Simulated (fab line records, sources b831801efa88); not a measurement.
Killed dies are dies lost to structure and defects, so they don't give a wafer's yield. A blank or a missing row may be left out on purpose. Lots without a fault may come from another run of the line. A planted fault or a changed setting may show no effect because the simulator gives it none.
Chamber matching | flow sky130 | SKY_CONTACT_CMP_27 on cmp-01: 4 sister chambers
The step polishes, stops on SiO2, t overpolish 15 s, target thk 0 nm. 8 wafers are shown with their chamber, then 7 later ones without.

WAFERS WITH THEIR CHAMBER
wafer  | chamber | motor_current_A (A)
L490.4 | 2       | 11.5
L491.3 | 3       | 10.5
L491.5 | 3       | 10.2
L492.2 | 1       | 8.7
L492.4 | 0       | 10.1
L492.5 | 0       | 9.8
L504.2 | 1       | 8.8
L504.3 | 2       | 11.3

WAFERS WITHOUT THEIR CHAMBER
wafer  | motor_current_A (A)
L504.6 | 10.8
L506.1 | 11.9
L506.3 | 10.2
L506.4 | 10.8
L509.1 | 10.0
L509.2 | 8.9
L509.3 | 11.2

WHICH CHAMBER EACH WENT THROUGH
wafer  | from the rows above     | in truth
L504.6 | can't be placed: 3 or 2 | 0
L506.1 | 2                       | 2
L506.3 | can't be placed: 3 or 0 | 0
L506.4 | can't be placed: 3 or 2 | 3
L509.1 | can't be placed: 0 or 3 | 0
L509.2 | 1                       | 1
L509.3 | 2                       | 2
Placed correctly: 3 of 7. Can't be placed from these rows: 4 (the true chamber is among the candidates in 3). Placed wrongly: 0.
How it was worked out, from the rows above alone: a wafer's distance from a chamber is the root of the sum, over the readings, of the square of ((its reading less the chamber's mean) divided by the reading's scatter). The wafer belongs to the nearest chamber; if the next one is less than 2 further off, it can't be placed. A chamber's mean is the mean of its shown wafers. The scatter: the root of (the sum of the squares of (reading less its chamber's mean) over the shown wafers, divided by (wafers less chambers)).
